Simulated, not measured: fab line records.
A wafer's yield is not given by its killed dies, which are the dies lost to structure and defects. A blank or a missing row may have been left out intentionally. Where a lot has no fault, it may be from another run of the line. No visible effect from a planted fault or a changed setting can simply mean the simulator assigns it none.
The tool behind it: which one? || flow gf180mcu || 72 wafers from 24 lots sampled at 5 of the route's 602 steps

== WHAT THE GAUGES READ, wafer by wafer ==
GF_V5_THK_MEAS_01. Usual: V5_CVD_00_THK 301.4 nm, standard deviation 2.8.
{"lot": "L074", "measured": "day 26 00:42", "on": "film-metro-04", "V5_CVD_00_THK (nm)": "297.2 301.9 303.0", "flag": ""}
{"lot": "L075", "measured": "day 26 14:36", "on": "film-metro-04", "V5_CVD_00_THK (nm)": "302.8 303.7 302.6", "flag": ""}
{"lot": "L077", "measured": "day 27 01:11", "on": "film-metro-04", "V5_CVD_00_THK (nm)": "300.5 295.0 298.9", "flag": ""}
{"lot": "L076", "measured": "day 27 06:02", "on": "film-metro-04", "V5_CVD_00_THK (nm)": "304.7 300.6 297.8", "flag": ""}
{"lot": "L078", "measured": "day 27 07:52", "on": "film-metro-03", "V5_CVD_00_THK (nm)": "301.4 303.9 300.7", "flag": ""}
{"lot": "L079", "measured": "day 27 19:20", "on": "film-metro-04", "V5_CVD_00_THK (nm)": "302.2 298.6 299.4", "flag": ""}
{"lot": "L080", "measured": "day 28 15:02", "on": "film-metro-01", "V5_CVD_00_THK (nm)": "305.0 302.3 305.4", "flag": ""}
{"lot": "L081", "measured": "day 28 16:59", "on": "film-metro-04", "V5_CVD_00_THK (nm)": "300.3 299.8 299.7", "flag": ""}
{"lot": "L082", "measured": "day 28 21:10", "on": "film-metro-04", "V5_CVD_00_THK (nm)": "303.2 301.3 302.3", "flag": ""}
{"lot": "L083", "measured": "day 29 02:23", "on": "film-metro-01", "V5_CVD_00_THK (nm)": "305.8 306.5 305.8", "flag": ""}
{"lot": "L084", "measured": "day 29 16:19", "on": "film-metro-01", "V5_CVD_00_THK (nm)": "302.2 300.7 300.0", "flag": ""}
{"lot": "L085", "measured": "day 29 19:58", "on": "film-metro-03", "V5_CVD_00_THK (nm)": "303.2 303.5 302.5", "flag": ""}
{"lot": "L086", "measured": "day 30 04:21", "on": "film-metro-03", "V5_CVD_00_THK (nm)": "300.9 298.5 302.8", "flag": ""}
{"lot": "L087", "measured": "day 30 07:15", "on": "film-metro-04", "V5_CVD_00_THK (nm)": "299.5 301.2 300.8", "flag": ""}
{"lot": "L088", "measured": "day 30 13:08", "on": "film-metro-03", "V5_CVD_00_THK (nm)": "307.8 304.8 304.4", "flag": ""}
{"lot": "L089", "measured": "day 30 18:34", "on": "film-metro-04", "V5_CVD_00_THK (nm)": "299.6 302.8 301.4", "flag": ""}
{"lot": "L090", "measured": "day 31 04:19", "on": "film-metro-01", "V5_CVD_00_THK (nm)": "301.1 298.3 302.8", "flag": ""}
{"lot": "L091", "measured": "day 31 12:21", "on": "film-metro-03", "V5_CVD_00_THK (nm)": "299.0 298.5 300.9", "flag": ""}
{"lot": "L092", "measured": "day 31 16:32", "on": "film-metro-01", "V5_CVD_00_THK (nm)": "302.9 302.4 306.2", "flag": ""}
{"lot": "L093", "measured": "day 31 19:58", "on": "film-metro-04", "V5_CVD_00_THK (nm)": "302.5 300.6 303.4", "flag": ""}
{"lot": "L094", "measured": "day 32 05:50", "on": "film-metro-04", "V5_CVD_00_THK (nm)": "295.7 295.1 299.6", "flag": ""}
{"lot": "L095", "measured": "day 32 13:18", "on": "film-metro-03", "V5_CVD_00_THK (nm)": "293.8 298.0 294.0", "flag": ""}
{"lot": "L096", "measured": "day 32 19:56", "on": "film-metro-04", "V5_CVD_00_THK (nm)": "303.5 300.8 299.3", "flag": ""}
{"lot": "L097", "measured": "day 32 22:58", "on": "film-metro-01", "V5_CVD_00_THK (nm)": "305.5 303.6 304.6", "flag": ""}

== WHAT TOOL EACH LOT RAN ON (gives the tool, then ch and the chambers of the sampled wafers, and finally the start) ==
{"lot": "L074", "GF_M4_SPUTTER_02": "pvd-sputter-02, day 22 03:55", "GF_M4_STRIP_17": "plasma-asher-02 ch 0,1, day 23 03:03", "GF_V4_SPUTTER_21": "pvd-sputter-01, day 24 03:07", "GF_MIM_SPUTTER_02": "pvd-sputter-03, day 24 03:56"}
{"lot": "L075", "GF_M4_SPUTTER_02": "pvd-sputter-04, day 22 18:08", "GF_M4_STRIP_17": "plasma-asher-01 ch 0,1, day 23 17:35", "GF_V4_SPUTTER_21": "pvd-sputter-01, day 24 17:55", "GF_MIM_SPUTTER_02": "pvd-sputter-02, day 24 18:45"}
{"lot": "L077", "GF_M4_SPUTTER_02": "pvd-sputter-03, day 23 05:21", "GF_M4_STRIP_17": "plasma-asher-01 ch 0,1, day 24 04:17", "GF_V4_SPUTTER_21": "pvd-sputter-01, day 25 04:40", "GF_MIM_SPUTTER_02": "pvd-sputter-03, day 25 05:29"}
{"lot": "L076", "GF_M4_SPUTTER_02": "pvd-sputter-04, day 23 10:43", "GF_M4_STRIP_17": "plasma-asher-01 ch 0,1, day 24 08:50", "GF_V4_SPUTTER_21": "pvd-sputter-02, day 25 09:07", "GF_MIM_SPUTTER_02": "pvd-sputter-03, day 25 09:56"}
{"lot": "L078", "GF_M4_SPUTTER_02": "pvd-sputter-02, day 23 14:00", "GF_M4_STRIP_17": "plasma-asher-02 ch 0,1, day 24 12:02", "GF_V4_SPUTTER_21": "pvd-sputter-01, day 25 12:01", "GF_MIM_SPUTTER_02": "pvd-sputter-03, day 25 12:50"}
{"lot": "L079", "GF_M4_SPUTTER_02": "pvd-sputter-03, day 24 01:07", "GF_M4_STRIP_17": "plasma-asher-01 ch 0,1, day 24 23:02", "GF_V4_SPUTTER_21": "pvd-sputter-04, day 25 22:31", "GF_MIM_SPUTTER_02": "pvd-sputter-01, day 25 23:26"}
{"lot": "L080", "GF_M4_SPUTTER_02": "pvd-sputter-03, day 24 23:32", "GF_M4_STRIP_17": "plasma-asher-01 ch 0,1, day 25 21:26", "GF_V4_SPUTTER_21": "pvd-sputter-04, day 26 20:07", "GF_MIM_SPUTTER_02": "pvd-sputter-02, day 26 20:56"}
{"lot": "L081", "GF_M4_SPUTTER_02": "pvd-sputter-03, day 25 00:47", "GF_M4_STRIP_17": "plasma-asher-03 ch 0,1, day 25 22:46", "GF_V4_SPUTTER_21": "pvd-sputter-01, day 26 22:09", "GF_MIM_SPUTTER_02": "pvd-sputter-02, day 26 22:59"}
{"lot": "L082", "GF_M4_SPUTTER_02": "pvd-sputter-04, day 25 06:13", "GF_M4_STRIP_17": "plasma-asher-03 ch 0,1, day 26 04:23", "GF_V4_SPUTTER_21": "pvd-sputter-01, day 27 03:06", "GF_MIM_SPUTTER_02": "pvd-sputter-01, day 27 04:10"}
{"lot": "L083", "GF_M4_SPUTTER_02": "pvd-sputter-04, day 25 11:19", "GF_M4_STRIP_17": "plasma-asher-03 ch 0,1, day 26 08:35", "GF_V4_SPUTTER_21": "pvd-sputter-01, day 27 07:55", "GF_MIM_SPUTTER_02": "pvd-sputter-02, day 27 08:50"}
{"lot": "L084", "GF_M4_SPUTTER_02": "pvd-sputter-02, day 26 05:30", "GF_M4_STRIP_17": "plasma-asher-01 ch 0,1, day 27 02:27", "GF_V4_SPUTTER_21": "pvd-sputter-01, day 28 00:34", "GF_MIM_SPUTTER_02": "pvd-sputter-02, day 28 01:23"}
{"lot": "L085", "GF_M4_SPUTTER_02": "pvd-sputter-02, day 26 07:04", "GF_M4_STRIP_17": "plasma-asher-03 ch 1, day 27 04:53", "GF_V4_SPUTTER_21": "pvd-sputter-04, day 28 03:01", "GF_MIM_SPUTTER_02": "pvd-sputter-02, day 28 03:50"}
{"lot": "L086", "GF_M4_SPUTTER_02": "pvd-sputter-02, day 26 14:33", "GF_M4_STRIP_17": "plasma-asher-01 ch 0,1, day 27 13:08", "GF_V4_SPUTTER_21": "pvd-sputter-01, day 28 11:34", "GF_MIM_SPUTTER_02": "pvd-sputter-03, day 28 12:23"}
{"lot": "L087", "GF_M4_SPUTTER_02": "pvd-sputter-03, day 26 20:07", "GF_M4_STRIP_17": "plasma-asher-01 ch 0,1, day 27 16:27", "GF_V4_SPUTTER_21": "pvd-sputter-01, day 28 14:13", "GF_MIM_SPUTTER_02": "pvd-sputter-03, day 28 15:02"}
{"lot": "L088", "GF_M4_SPUTTER_02": "pvd-sputter-02, day 27 03:34", "GF_M4_STRIP_17": "plasma-asher-01 ch 0,1, day 27 23:37", "GF_V4_SPUTTER_21": "pvd-sputter-02, day 28 21:11", "GF_MIM_SPUTTER_02": "pvd-sputter-01, day 28 22:01"}
{"lot": "L089", "GF_M4_SPUTTER_02": "pvd-sputter-02, day 27 10:36", "GF_M4_STRIP_17": "plasma-asher-03 ch 0,1, day 28 06:53", "GF_V4_SPUTTER_21": "pvd-sputter-04, day 29 03:52", "GF_MIM_SPUTTER_02": "pvd-sputter-02, day 29 04:41"}
{"lot": "L090", "GF_M4_SPUTTER_02": "pvd-sputter-03, day 27 20:38", "GF_M4_STRIP_17": "plasma-asher-01 ch 0,1, day 28 15:59", "GF_V4_SPUTTER_21": "pvd-sputter-01, day 29 13:04", "GF_MIM_SPUTTER_02": "pvd-sputter-02, day 29 13:53"}
{"lot": "L091", "GF_M4_SPUTTER_02": "pvd-sputter-02, day 28 05:41", "GF_M4_STRIP_17": "plasma-asher-03 ch 0,1, day 29 01:14", "GF_V4_SPUTTER_21": "pvd-sputter-02, day 29 22:08", "GF_MIM_SPUTTER_02": "pvd-sputter-02, day 29 22:57"}
{"lot": "L092", "GF_M4_SPUTTER_02": "pvd-sputter-03, day 28 09:50", "GF_M4_STRIP_17": "plasma-asher-01 ch 0,1, day 29 05:14", "GF_V4_SPUTTER_21": "pvd-sputter-02, day 30 02:30", "GF_MIM_SPUTTER_02": "pvd-sputter-01, day 30 03:19"}
{"lot": "L093", "GF_M4_SPUTTER_02": "pvd-sputter-04, day 28 14:02", "GF_M4_STRIP_17": "plasma-asher-03 ch 0,1, day 29 09:55", "GF_V4_SPUTTER_21": "pvd-sputter-04, day 30 06:22", "GF_MIM_SPUTTER_02": "pvd-sputter-03, day 30 07:11"}
{"lot": "L094", "GF_M4_SPUTTER_02": "pvd-sputter-02, day 29 02:05", "GF_M4_STRIP_17": "plasma-asher-02 ch 0,1, day 29 21:01", "GF_V4_SPUTTER_21": "pvd-sputter-01, day 30 16:25", "GF_MIM_SPUTTER_02": "pvd-sputter-02, day 30 17:14"}
{"lot": "L095", "GF_M4_SPUTTER_02": "pvd-sputter-03, day 29 09:56", "GF_M4_STRIP_17": "plasma-asher-03 ch 0,1, day 30 05:17", "GF_V4_SPUTTER_21": "pvd-sputter-02, day 31 00:58", "GF_MIM_SPUTTER_02": "pvd-sputter-01, day 31 02:16"}
{"lot": "L096", "GF_M4_SPUTTER_02": "pvd-sputter-02, day 29 17:47", "GF_M4_STRIP_17": "plasma-asher-03 ch 1, day 30 12:33", "GF_V4_SPUTTER_21": "pvd-sputter-04, day 31 08:58", "GF_MIM_SPUTTER_02": "pvd-sputter-03, day 31 09:47"}
{"lot": "L097", "GF_M4_SPUTTER_02": "pvd-sputter-02, day 29 20:32", "GF_M4_STRIP_17": "plasma-asher-01 ch 0,1, day 30 14:41", "GF_V4_SPUTTER_21": "pvd-sputter-04, day 31 11:12", "GF_MIM_SPUTTER_02": "pvd-sputter-02, day 31 12:01"}
- GF_M4_SPUTTER_02: material AlCu, target thk 450 nm, time 23.9 s.
- GF_M4_STRIP_17: strips in O2/N2.
- GF_V4_SPUTTER_21: material Ti, target thk 15 nm, time 80.02 s.
- GF_MIM_SPUTTER_02: material AlCu, target thk 450 nm, time 23.9 s.

== WHAT THE TOOLS THEMSELVES READ (means of the sampled wafers that have a number; where no wafer has one, the mark that the record gives instead) ==
GF_M4_SPUTTER_02. Usual: throttle-valve-pct at 30.1 %, with a standard deviation of 0.83.
{"lot": "L074", "tool": "pvd-sputter-02", "throttle-valve-pct (%)": 30.7, "flag": ""}
{"lot": "L075", "tool": "pvd-sputter-04", "throttle-valve-pct (%)": 29.7, "flag": ""}
{"lot": "L077", "tool": "pvd-sputter-03", "throttle-valve-pct (%)": 29.4, "flag": ""}
{"lot": "L076", "tool": "pvd-sputter-04", "throttle-valve-pct (%)": 30.5, "flag": ""}
{"lot": "L078", "tool": "pvd-sputter-02", "throttle-valve-pct (%)": 30.7, "flag": ""}
{"lot": "L079", "tool": "pvd-sputter-03", "throttle-valve-pct (%)": 29.3, "flag": ""}
{"lot": "L080", "tool": "pvd-sputter-03", "throttle-valve-pct (%)": 29.5, "flag": ""}
{"lot": "L081", "tool": "pvd-sputter-03", "throttle-valve-pct (%)": 29.4, "flag": ""}
{"lot": "L082", "tool": "pvd-sputter-04", "throttle-valve-pct (%)": 29.6, "flag": ""}
{"lot": "L083", "tool": "pvd-sputter-04", "throttle-valve-pct (%)": 29.7, "flag": ""}
{"lot": "L084", "tool": "pvd-sputter-02", "throttle-valve-pct (%)": 30.7, "flag": ""}
{"lot": "L085", "tool": "pvd-sputter-02", "throttle-valve-pct (%)": 30.8, "flag": ""}
{"lot": "L086", "tool": "pvd-sputter-02", "throttle-valve-pct (%)": 30.6, "flag": ""}
{"lot": "L087", "tool": "pvd-sputter-03", "throttle-valve-pct (%)": 29.2, "flag": ""}
{"lot": "L088", "tool": "pvd-sputter-02", "throttle-valve-pct (%)": 30.5, "flag": ""}
{"lot": "L089", "tool": "pvd-sputter-02", "throttle-valve-pct (%)": 30.8, "flag": ""}
{"lot": "L090", "tool": "pvd-sputter-03", "throttle-valve-pct (%)": 29.6, "flag": ""}
{"lot": "L091", "tool": "pvd-sputter-02", "throttle-valve-pct (%)": 30.7, "flag": ""}
{"lot": "L092", "tool": "pvd-sputter-03", "throttle-valve-pct (%)": 29.3, "flag": ""}
{"lot": "L093", "tool": "pvd-sputter-04", "throttle-valve-pct (%)": 29.5, "flag": ""}
{"lot": "L094", "tool": "pvd-sputter-02", "throttle-valve-pct (%)": 31.0, "flag": ""}
{"lot": "L095", "tool": "pvd-sputter-03", "throttle-valve-pct (%)": 29.6, "flag": ""}
{"lot": "L096", "tool": "pvd-sputter-02", "throttle-valve-pct (%)": 30.3, "flag": ""}
{"lot": "L097", "tool": "pvd-sputter-02", "throttle-valve-pct (%)": 30.3, "flag": ""}

GF_M4_STRIP_17. Usual: drypump-motor-current-A 5.9 A, standard deviation 0.38; heater-power-w 320 W, standard deviation 27; oes-product-au 0.538 a.u., standard deviation 0.0047; strip-time-to-endpoint-s 7.39 s, standard deviation 0.041.
{"lot": "L074", "tool": "plasma-asher-02", "drypump-motor-current-A (A)": 5.4, "heater-power-w (W)": 277, "oes-product-au (a.u.)": 0.537, "strip-time-to-endpoint-s (s)": 7.42, "flag": ""}
{"lot": "L075", "tool": "plasma-asher-01", "drypump-motor-current-A (A)": 5.8, "heater-power-w (W)": 319, "oes-product-au (a.u.)": 0.537, "strip-time-to-endpoint-s (s)": 7.41, "flag": ""}
{"lot": "L077", "tool": "plasma-asher-01", "drypump-motor-current-A (A)": 5.7, "heater-power-w (W)": 317, "oes-product-au (a.u.)": 0.539, "strip-time-to-endpoint-s (s)": 7.38, "flag": ""}
{"lot": "L076", "tool": "plasma-asher-01", "drypump-motor-current-A (A)": 5.7, "heater-power-w (W)": 318, "oes-product-au (a.u.)": 0.540, "strip-time-to-endpoint-s (s)": 7.44, "flag": ""}
{"lot": "L078", "tool": "plasma-asher-02", "drypump-motor-current-A (A)": 5.2, "heater-power-w (W)": 292, "oes-product-au (a.u.)": 0.541, "strip-time-to-endpoint-s (s)": 7.43, "flag": ""}
{"lot": "L079", "tool": "plasma-asher-01", "drypump-motor-current-A (A)": 6.0, "heater-power-w (W)": 317, "oes-product-au (a.u.)": 0.535, "strip-time-to-endpoint-s (s)": 7.43, "flag": ""}
{"lot": "L080", "tool": "plasma-asher-01", "drypump-motor-current-A (A)": 6.0, "heater-power-w (W)": 316, "oes-product-au (a.u.)": 0.534, "strip-time-to-endpoint-s (s)": 7.32, "flag": ""}
{"lot": "L081", "tool": "plasma-asher-03", "drypump-motor-current-A (A)": 6.1, "heater-power-w (W)": 325, "oes-product-au (a.u.)": 0.539, "strip-time-to-endpoint-s (s)": 7.35, "flag": ""}
{"lot": "L082", "tool": "plasma-asher-03", "drypump-motor-current-A (A)": 6.1, "heater-power-w (W)": 348, "oes-product-au (a.u.)": 0.538, "strip-time-to-endpoint-s (s)": 7.39, "flag": ""}
{"lot": "L083", "tool": "plasma-asher-03", "drypump-motor-current-A (A)": 6.1, "heater-power-w (W)": 322, "oes-product-au (a.u.)": 0.537, "strip-time-to-endpoint-s (s)": 7.40, "flag": ""}
{"lot": "L084", "tool": "plasma-asher-01", "drypump-motor-current-A (A)": 6.0, "heater-power-w (W)": 317, "oes-product-au (a.u.)": 0.537, "strip-time-to-endpoint-s (s)": 7.37, "flag": ""}
{"lot": "L085", "tool": "plasma-asher-03", "drypump-motor-current-A (A)": 6.2, "heater-power-w (W)": 299, "oes-product-au (a.u.)": 0.534, "strip-time-to-endpoint-s (s)": 7.34, "flag": ""}
{"lot": "L086", "tool": "plasma-asher-01", "drypump-motor-current-A (A)": 6.0, "heater-power-w (W)": 312, "oes-product-au (a.u.)": 0.537, "strip-time-to-endpoint-s (s)": 7.42, "flag": ""}
{"lot": "L087", "tool": "plasma-asher-01", "drypump-motor-current-A (A)": 6.0, "heater-power-w (W)": 312, "oes-product-au (a.u.)": 0.539, "strip-time-to-endpoint-s (s)": 7.37, "flag": ""}
{"lot": "L088", "tool": "plasma-asher-01", "drypump-motor-current-A (A)": 5.7, "heater-power-w (W)": 320, "oes-product-au (a.u.)": 0.535, "strip-time-to-endpoint-s (s)": 7.35, "flag": ""}
{"lot": "L089", "tool": "plasma-asher-03", "drypump-motor-current-A (A)": 6.1, "heater-power-w (W)": 321, "oes-product-au (a.u.)": 0.534, "strip-time-to-endpoint-s (s)": 7.39, "flag": ""}
{"lot": "L090", "tool": "plasma-asher-01", "drypump-motor-current-A (A)": 5.7, "heater-power-w (W)": 320, "oes-product-au (a.u.)": 0.542, "strip-time-to-endpoint-s (s)": 7.38, "flag": ""}
{"lot": "L091", "tool": "plasma-asher-03", "drypump-motor-current-A (A)": 6.1, "heater-power-w (W)": 324, "oes-product-au (a.u.)": 0.536, "strip-time-to-endpoint-s (s)": 7.37, "flag": ""}
{"lot": "L092", "tool": "plasma-asher-01", "drypump-motor-current-A (A)": 6.0, "heater-power-w (W)": 319, "oes-product-au (a.u.)": 0.543, "strip-time-to-endpoint-s (s)": 7.41, "flag": ""}
{"lot": "L093", "tool": "plasma-asher-03", "drypump-motor-current-A (A)": 6.1, "heater-power-w (W)": 344, "oes-product-au (a.u.)": 0.539, "strip-time-to-endpoint-s (s)": 7.38, "flag": ""}
{"lot": "L094", "tool": "plasma-asher-02", "drypump-motor-current-A (A)": 5.4, "heater-power-w (W)": 276, "oes-product-au (a.u.)": 0.542, "strip-time-to-endpoint-s (s)": 7.43, "flag": ""}
{"lot": "L095", "tool": "plasma-asher-03", "drypump-motor-current-A (A)": 6.1, "heater-power-w (W)": 344, "oes-product-au (a.u.)": 0.541, "strip-time-to-endpoint-s (s)": 7.46, "flag": ""}
{"lot": "L096", "tool": "plasma-asher-03", "drypump-motor-current-A (A)": 6.1, "heater-power-w (W)": 304, "oes-product-au (a.u.)": 0.534, "strip-time-to-endpoint-s (s)": 7.42, "flag": ""}
{"lot": "L097", "tool": "plasma-asher-01", "drypump-motor-current-A (A)": 6.0, "heater-power-w (W)": 321, "oes-product-au (a.u.)": 0.535, "strip-time-to-endpoint-s (s)": 7.39, "flag": ""}

GF_V4_SPUTTER_21. Usual: substrate-temp-c 199.99 C, standard deviation 0.17; throttle-valve-pct 30.6 %, standard deviation 0.83.
{"lot": "L074", "tool": "pvd-sputter-01", "substrate-temp-c (C)": 200.00, "throttle-valve-pct (%)": 31.1, "flag": ""}
{"lot": "L075", "tool": "pvd-sputter-01", "substrate-temp-c (C)": 200.04, "throttle-valve-pct (%)": 30.9, "flag": ""}
{"lot": "L077", "tool": "pvd-sputter-01", "substrate-temp-c (C)": 199.92, "throttle-valve-pct (%)": 31.1, "flag": ""}
{"lot": "L076", "tool": "pvd-sputter-02", "substrate-temp-c (C)": 200.00, "throttle-valve-pct (%)": 30.8, "flag": ""}
{"lot": "L078", "tool": "pvd-sputter-01", "substrate-temp-c (C)": 199.95, "throttle-valve-pct (%)": 30.9, "flag": ""}
{"lot": "L079", "tool": "pvd-sputter-04", "substrate-temp-c (C)": 200.06, "throttle-valve-pct (%)": 29.4, "flag": ""}
{"lot": "L080", "tool": "pvd-sputter-04", "substrate-temp-c (C)": 199.94, "throttle-valve-pct (%)": 29.4, "flag": ""}
{"lot": "L081", "tool": "pvd-sputter-01", "substrate-temp-c (C)": 200.12, "throttle-valve-pct (%)": 32.0, "flag": ""}
{"lot": "L082", "tool": "pvd-sputter-01", "substrate-temp-c (C)": 200.13, "throttle-valve-pct (%)": 31.1, "flag": ""}
{"lot": "L083", "tool": "pvd-sputter-01", "substrate-temp-c (C)": 199.98, "throttle-valve-pct (%)": 31.4, "flag": ""}
{"lot": "L084", "tool": "pvd-sputter-01", "substrate-temp-c (C)": 199.92, "throttle-valve-pct (%)": 31.5, "flag": ""}
{"lot": "L085", "tool": "pvd-sputter-04", "substrate-temp-c (C)": 200.06, "throttle-valve-pct (%)": 29.3, "flag": ""}
{"lot": "L086", "tool": "pvd-sputter-01", "substrate-temp-c (C)": 199.92, "throttle-valve-pct (%)": 31.2, "flag": ""}
{"lot": "L087", "tool": "pvd-sputter-01", "substrate-temp-c (C)": 200.00, "throttle-valve-pct (%)": 31.0, "flag": ""}
{"lot": "L088", "tool": "pvd-sputter-02", "substrate-temp-c (C)": 200.07, "throttle-valve-pct (%)": 30.7, "flag": ""}
{"lot": "L089", "tool": "pvd-sputter-04", "substrate-temp-c (C)": 200.04, "throttle-valve-pct (%)": 29.6, "flag": ""}
{"lot": "L090", "tool": "pvd-sputter-01", "substrate-temp-c (C)": 200.13, "throttle-valve-pct (%)": 31.5, "flag": ""}
{"lot": "L091", "tool": "pvd-sputter-02", "substrate-temp-c (C)": 200.13, "throttle-valve-pct (%)": 30.6, "flag": ""}
{"lot": "L092", "tool": "pvd-sputter-02", "substrate-temp-c (C)": 199.89, "throttle-valve-pct (%)": 30.8, "flag": ""}
{"lot": "L093", "tool": "pvd-sputter-04", "substrate-temp-c (C)": 199.91, "throttle-valve-pct (%)": 29.3, "flag": ""}
{"lot": "L094", "tool": "pvd-sputter-01", "substrate-temp-c (C)": 199.92, "throttle-valve-pct (%)": 31.4, "flag": ""}
{"lot": "L095", "tool": "pvd-sputter-02", "substrate-temp-c (C)": 200.06, "throttle-valve-pct (%)": 30.9, "flag": ""}
{"lot": "L096", "tool": "pvd-sputter-04", "substrate-temp-c (C)": 200.05, "throttle-valve-pct (%)": 30.0, "flag": ""}
{"lot": "L097", "tool": "pvd-sputter-04", "substrate-temp-c (C)": 200.07, "throttle-valve-pct (%)": 30.5, "flag": ""}

GF_MIM_SPUTTER_02. Usual: throttle-valve-pct at 30.3 %, with a standard deviation of 0.89.
{"lot": "L074", "tool": "pvd-sputter-03", "throttle-valve-pct (%)": 29.0, "flag": ""}
{"lot": "L075", "tool": "pvd-sputter-02", "throttle-valve-pct (%)": 30.5, "flag": ""}
{"lot": "L077", "tool": "pvd-sputter-03", "throttle-valve-pct (%)": 29.1, "flag": ""}
{"lot": "L076", "tool": "pvd-sputter-03", "throttle-valve-pct (%)": 29.3, "flag": ""}
{"lot": "L078", "tool": "pvd-sputter-03", "throttle-valve-pct (%)": 29.3, "flag": ""}
{"lot": "L079", "tool": "pvd-sputter-01", "throttle-valve-pct (%)": 31.1, "flag": ""}
{"lot": "L080", "tool": "pvd-sputter-02", "throttle-valve-pct (%)": 31.0, "flag": ""}
{"lot": "L081", "tool": "pvd-sputter-02", "throttle-valve-pct (%)": 30.2, "flag": ""}
{"lot": "L082", "tool": "pvd-sputter-01", "throttle-valve-pct (%)": 31.0, "flag": ""}
{"lot": "L083", "tool": "pvd-sputter-02", "throttle-valve-pct (%)": 30.6, "flag": ""}
{"lot": "L084", "tool": "pvd-sputter-02", "throttle-valve-pct (%)": 30.8, "flag": ""}
{"lot": "L085", "tool": "pvd-sputter-02", "throttle-valve-pct (%)": 30.5, "flag": ""}
{"lot": "L086", "tool": "pvd-sputter-03", "throttle-valve-pct (%)": 29.4, "flag": ""}
{"lot": "L087", "tool": "pvd-sputter-03", "throttle-valve-pct (%)": 29.2, "flag": ""}
{"lot": "L088", "tool": "pvd-sputter-01", "throttle-valve-pct (%)": 31.2, "flag": ""}
{"lot": "L089", "tool": "pvd-sputter-02", "throttle-valve-pct (%)": 30.7, "flag": ""}
{"lot": "L090", "tool": "pvd-sputter-02", "throttle-valve-pct (%)": 30.9, "flag": ""}
{"lot": "L091", "tool": "pvd-sputter-02", "throttle-valve-pct (%)": 30.6, "flag": ""}
{"lot": "L092", "tool": "pvd-sputter-01", "throttle-valve-pct (%)": 31.2, "flag": ""}
{"lot": "L093", "tool": "pvd-sputter-03", "throttle-valve-pct (%)": 29.5, "flag": ""}
{"lot": "L094", "tool": "pvd-sputter-02", "throttle-valve-pct (%)": 30.5, "flag": ""}
{"lot": "L095", "tool": "pvd-sputter-01", "throttle-valve-pct (%)": 31.7, "flag": ""}
{"lot": "L096", "tool": "pvd-sputter-03", "throttle-valve-pct (%)": 29.8, "flag": ""}
{"lot": "L097", "tool": "pvd-sputter-02", "throttle-valve-pct (%)": 30.9, "flag": ""}

== THE ANSWER, worked out from the rows above alone ==
Rule: lot off if the mean of its wafers having a number is beyond 3 standard deviations from the usual mean. Also off: a lot with no number at a reading for which 4 or more lots have one. Any other lot the step has rows for is counted as sound. After the gauges, taken in route order, come the tools' own readings; for these a lot's mean is taken, as printed above. The first step at which some lot is off is used, and at that step the reading that is off furthest; a lot without a number counts as furthest.
None of the lots is off at any reading shown; this tells nothing.

== WHAT WAS PUT IN BY THE SIMULATOR ==
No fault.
